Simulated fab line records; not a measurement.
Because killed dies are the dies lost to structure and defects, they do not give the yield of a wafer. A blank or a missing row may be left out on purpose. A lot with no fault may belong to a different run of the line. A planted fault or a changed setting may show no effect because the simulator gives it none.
Which tool did it? || flow sky130 || Sampling: 14 lots, 42 wafers, 3 of 708 route steps

## WHAT EACH GAUGE READ, for each wafer
SKY_LOCAL_INTERCONNECT_RS_MEAS_01: uses a four-point probe to measure. Usual: for LOCAL_INTERCONNECT_TIN_RS the level is 14.22 ohm/sq and the standard deviation is 0.2.
{"lot": "L926", "measured": "day 29 05:26", "on": "film-metro-03", "LOCAL_INTERCONNECT_TIN_RS (ohm/sq)": "14.20 14.31 14.33", "flag": ""}
{"lot": "L927", "measured": "day 29 13:53", "on": "film-metro-03", "LOCAL_INTERCONNECT_TIN_RS (ohm/sq)": "14.40 14.22 14.42", "flag": ""}
{"lot": "L928", "measured": "day 29 16:59", "on": "film-metro-04", "LOCAL_INTERCONNECT_TIN_RS (ohm/sq)": "14.12 13.89 13.78", "flag": ""}
{"lot": "L929", "measured": "day 30 08:05", "on": "film-metro-03", "LOCAL_INTERCONNECT_TIN_RS (ohm/sq)": "14.37 14.27 14.27", "flag": ""}
{"lot": "L931", "measured": "day 30 21:55", "on": "film-metro-03", "LOCAL_INTERCONNECT_TIN_RS (ohm/sq)": "14.01 13.93 14.37", "flag": ""}
{"lot": "L938", "measured": "day 33 11:04", "on": "film-metro-03", "LOCAL_INTERCONNECT_TIN_RS (ohm/sq)": "14.11 14.09 14.27", "flag": ""}
{"lot": "L939", "measured": "day 33 21:19", "on": "film-metro-04", "LOCAL_INTERCONNECT_TIN_RS (ohm/sq)": "14.06 14.13 14.16", "flag": ""}
{"lot": "L941", "measured": "day 34 08:35", "on": "film-metro-03", "LOCAL_INTERCONNECT_TIN_RS (ohm/sq)": "14.62 14.64 14.50", "flag": ""}
{"lot": "L944", "measured": "day 35 04:45", "on": "film-metro-03", "LOCAL_INTERCONNECT_TIN_RS (ohm/sq)": "14.31 14.13 14.26", "flag": ""}
{"lot": "L945", "measured": "day 35 11:33", "on": "film-metro-04", "LOCAL_INTERCONNECT_TIN_RS (ohm/sq)": "14.28 14.28 14.17", "flag": ""}
{"lot": "L946", "measured": "day 35 19:44", "on": "film-metro-03", "LOCAL_INTERCONNECT_TIN_RS (ohm/sq)": "13.94 13.98 13.99", "flag": ""}
{"lot": "L949", "measured": "day 36 16:29", "on": "film-metro-04", "LOCAL_INTERCONNECT_TIN_RS (ohm/sq)": "14.21 14.32 14.34", "flag": ""}
{"lot": "L947", "measured": "day 36 20:18", "on": "film-metro-03", "LOCAL_INTERCONNECT_TIN_RS (ohm/sq)": "14.08 14.35 14.38", "flag": ""}
{"lot": "L948", "measured": "day 36 20:55", "on": "film-metro-03", "LOCAL_INTERCONNECT_TIN_RS (ohm/sq)": "14.33 14.47 14.53", "flag": ""}

SKY_LOCAL_INTERCONNECT_OVL_MEAS_12. Usual: for LOCAL_INTERCONNECT_OVL the level is -1 nm and the standard deviation is 5.
{"lot": "L926", "measured": "day 30 09:26", "on": "overlay-02", "LOCAL_INTERCONNECT_OVL (nm)": "-4 0 0", "flag": ""}
{"lot": "L927", "measured": "day 30 18:20", "on": "overlay-02", "LOCAL_INTERCONNECT_OVL (nm)": "4 6 7", "flag": ""}
{"lot": "L928", "measured": "day 30 21:33", "on": "overlay-01", "LOCAL_INTERCONNECT_OVL (nm)": "-3 -8 -6", "flag": ""}
{"lot": "L929", "measured": "day 31 11:43", "on": "overlay-01", "LOCAL_INTERCONNECT_OVL (nm)": "-9 -8 0", "flag": ""}
{"lot": "L931", "measured": "day 32 01:50", "on": "overlay-02", "LOCAL_INTERCONNECT_OVL (nm)": "-3 -3 -5", "flag": ""}
{"lot": "L938", "measured": "day 34 13:33", "on": "overlay-02", "LOCAL_INTERCONNECT_OVL (nm)": "7 13 10", "flag": ""}
{"lot": "L939", "measured": "day 34 23:16", "on": "overlay-02", "LOCAL_INTERCONNECT_OVL (nm)": "-5 -7 -9", "flag": ""}
{"lot": "L941", "measured": "day 35 10:51", "on": "overlay-02", "LOCAL_INTERCONNECT_OVL (nm)": "-2 -2 4", "flag": ""}
{"lot": "L944", "measured": "day 36 07:11", "on": "overlay-01", "LOCAL_INTERCONNECT_OVL (nm)": "-11 -10 -4", "flag": ""}
{"lot": "L945", "measured": "day 36 13:59", "on": "overlay-02", "LOCAL_INTERCONNECT_OVL (nm)": "-4 -1 -1", "flag": ""}
{"lot": "L946", "measured": "day 36 22:26", "on": "overlay-01", "LOCAL_INTERCONNECT_OVL (nm)": "-1 3 -1", "flag": ""}
{"lot": "L949", "measured": "day 37 18:38", "on": "overlay-01", "LOCAL_INTERCONNECT_OVL (nm)": "-4 -5 1", "flag": ""}
{"lot": "L947", "measured": "day 37 22:47", "on": "overlay-01", "LOCAL_INTERCONNECT_OVL (nm)": "-2 2 2", "flag": ""}
{"lot": "L948", "measured": "day 37 22:57", "on": "overlay-01", "LOCAL_INTERCONNECT_OVL (nm)": "4 5 6", "flag": ""}

## WHICH TOOL RAN EACH LOT (tool, then ch and the chambers of the sampled wafers, then the start)
{"lot": "L926", "SKY_LI_CONTACT_CMP_02": "cmp-01 ch 0,3, day 27 22:50"}
{"lot": "L927", "SKY_LI_CONTACT_CMP_02": "cmp-01 ch 1,2,3, day 28 07:51"}
{"lot": "L928", "SKY_LI_CONTACT_CMP_02": "cmp-02 ch 0,2,3, day 28 11:05"}
{"lot": "L929", "SKY_LI_CONTACT_CMP_02": "cmp-02 ch 0,1,3, day 29 02:18"}
{"lot": "L931", "SKY_LI_CONTACT_CMP_02": "cmp-02 ch 0,2,3, day 29 15:48"}
{"lot": "L938", "SKY_LI_CONTACT_CMP_02": "cmp-01 ch 1,2, day 32 05:44"}
{"lot": "L939", "SKY_LI_CONTACT_CMP_02": "cmp-01 ch 2,3, day 32 16:41"}
{"lot": "L941", "SKY_LI_CONTACT_CMP_02": "cmp-02 ch 0,2, day 33 04:06"}
{"lot": "L944", "SKY_LI_CONTACT_CMP_02": "cmp-02 ch 2,3, day 34 00:30"}
{"lot": "L945", "SKY_LI_CONTACT_CMP_02": "cmp-01 ch 1,3, day 34 07:58"}
{"lot": "L946", "SKY_LI_CONTACT_CMP_02": "cmp-02 ch 1,2,3, day 34 16:23"}
{"lot": "L949", "SKY_LI_CONTACT_CMP_02": "cmp-02 ch 2,3, day 35 12:59"}
{"lot": "L947", "SKY_LI_CONTACT_CMP_02": "cmp-02 ch 0,1, day 35 16:26"}
{"lot": "L948", "SKY_LI_CONTACT_CMP_02": "cmp-02 ch 1,2,3, day 35 16:44"}
- SKY_LI_CONTACT_CMP_02: polishes PSG.

## WHAT THE TOOLS THEMSELVES READ (means of the sampled wafers that have a number; where no wafer has one, the mark that the record gives instead)
SKY_LI_CONTACT_CMP_02. Usual: head-pressure-psi 4.000 psi, standard deviation 0.0089; motor-current-A 12.2 A, standard deviation 0.97; slurry-flow-ml-min 150.0, standard deviation 0.45; time-to-endpoint-s 32.8 s, standard deviation 2.7.
{"lot": "L926", "tool": "cmp-01", "head-pressure-psi (psi)": 4.003, "motor-current-A (A)": 11.9, "slurry-flow-ml-min": 150.3, "time-to-endpoint-s (s)": 33.4, "flag": ""}
{"lot": "L927", "tool": "cmp-01", "head-pressure-psi (psi)": 4.015, "motor-current-A (A)": 12.0, "slurry-flow-ml-min": 150.2, "time-to-endpoint-s (s)": 34.3, "flag": ""}
{"lot": "L928", "tool": "cmp-02", "head-pressure-psi (psi)": 3.988, "motor-current-A (A)": 11.7, "slurry-flow-ml-min": 150.4, "time-to-endpoint-s (s)": 34.1, "flag": ""}
{"lot": "L929", "tool": "cmp-02", "head-pressure-psi (psi)": 4.007, "motor-current-A (A)": 12.5, "slurry-flow-ml-min": 149.7, "time-to-endpoint-s (s)": 35.1, "flag": ""}
{"lot": "L931", "tool": "cmp-02", "head-pressure-psi (psi)": 3.995, "motor-current-A (A)": 11.8, "slurry-flow-ml-min": 149.8, "time-to-endpoint-s (s)": 36.9, "flag": ""}
{"lot": "L938", "tool": "cmp-01", "head-pressure-psi (psi)": 3.996, "motor-current-A (A)": 12.2, "slurry-flow-ml-min": 150.2, "time-to-endpoint-s (s)": 31.5, "flag": ""}
{"lot": "L939", "tool": "cmp-01", "head-pressure-psi (psi)": 3.994, "motor-current-A (A)": 12.1, "slurry-flow-ml-min": 149.8, "time-to-endpoint-s (s)": 33.8, "flag": ""}
{"lot": "L941", "tool": "cmp-02", "head-pressure-psi (psi)": 3.997, "motor-current-A (A)": 11.6, "slurry-flow-ml-min": 150.1, "time-to-endpoint-s (s)": 33.9, "flag": ""}
{"lot": "L944", "tool": "cmp-02", "head-pressure-psi (psi)": 4.002, "motor-current-A (A)": 11.4, "slurry-flow-ml-min": 150.3, "time-to-endpoint-s (s)": 35.0, "flag": ""}
{"lot": "L945", "tool": "cmp-01", "head-pressure-psi (psi)": 4.000, "motor-current-A (A)": 12.2, "slurry-flow-ml-min": 150.2, "time-to-endpoint-s (s)": 34.9, "flag": ""}
{"lot": "L946", "tool": "cmp-02", "head-pressure-psi (psi)": 4.003, "motor-current-A (A)": 12.2, "slurry-flow-ml-min": 150.1, "time-to-endpoint-s (s)": 31.8, "flag": ""}
{"lot": "L949", "tool": "cmp-02", "head-pressure-psi (psi)": 4.002, "motor-current-A (A)": 11.3, "slurry-flow-ml-min": 150.6, "time-to-endpoint-s (s)": 30.1, "flag": ""}
{"lot": "L947", "tool": "cmp-02", "head-pressure-psi (psi)": 4.002, "motor-current-A (A)": 13.3, "slurry-flow-ml-min": 149.6, "time-to-endpoint-s (s)": 28.4, "flag": ""}
{"lot": "L948", "tool": "cmp-02", "head-pressure-psi (psi)": 4.009, "motor-current-A (A)": 12.1, "slurry-flow-ml-min": 150.0, "time-to-endpoint-s (s)": 33.5, "flag": ""}

## THE ANSWER, worked out from the rows above alone
Rule: take the mean of a lot's wafers that have a number; if it is more than 3 standard deviations from the usual mean, the lot is off. A lot without any number at a reading at which 4 lots or more have one is off too. Where the step has rows for the other lots, those lots are counted as sound. First the gauges in route order, then the tools' own readings, where a lot's mean is used as printed above. The first step at which some lot is off is used, and at that step the reading that is off furthest; a lot without a number counts as furthest.
No lot is off at any reading shown: from this, nothing can be told.

## WHAT WAS PUT IN BY THE SIMULATOR
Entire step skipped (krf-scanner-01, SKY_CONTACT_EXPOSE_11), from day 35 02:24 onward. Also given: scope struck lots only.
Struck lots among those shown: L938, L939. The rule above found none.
